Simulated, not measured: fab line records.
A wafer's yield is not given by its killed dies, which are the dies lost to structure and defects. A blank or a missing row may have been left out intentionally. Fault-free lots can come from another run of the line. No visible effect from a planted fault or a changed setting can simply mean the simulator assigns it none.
Which tool did it? | flow sky130 | 18 wafers sampled from 6 lots at 1 step of a route of 708

WHAT THE GAUGES READ, wafer by wafer
SKY_FIELD_ISO_CD_MEAS_13: the cd target is 150 nm.
lot  | measured    | on       | cdNm (nm)
L923 | day 2 14:49 | cdSem-01 | 148.9 149.2 148.3
L925 | day 2 21:53 | cdSem-01 | 151.2 149.0 149.7
L928 | day 3 13:15 | cdSem-01 | 149.7 148.8 152.4
L930 | day 4 01:20 | cdSem-02 | 149.1 147.2 149.7
L932 | day 4 10:05 | cdSem-01 | 146.7 148.0 148.3
L942 | day 6 13:01 | cdSem-01 | 152.0 151.4 151.8

TOOL THAT RAN EACH LOT (tool first, then ch and the chambers of the sampled wafers, then the start)
No process step before these readings appears in the record.

THE ANSWER, worked out from the rows above alone
Rule: usual is defined by the lots themselves. Put in order of their means at a reading, lots are off if they are a third of the lots or fewer, leave a main group of 4 or more, and stand apart from it by a gap of 3 or more times the standard deviation of the main group's means; of several such gaps the widest counts. A main group is skipped when, at the precision printed for the reading in the tables above, its means are all equal. Also off: a lot with no number at a reading for which 4 or more lots have one. Any other lot the step has rows for is counted as sound.
None of the lots is off at any reading shown; this tells nothing.

WHAT THE SIMULATOR HAD INSERTED
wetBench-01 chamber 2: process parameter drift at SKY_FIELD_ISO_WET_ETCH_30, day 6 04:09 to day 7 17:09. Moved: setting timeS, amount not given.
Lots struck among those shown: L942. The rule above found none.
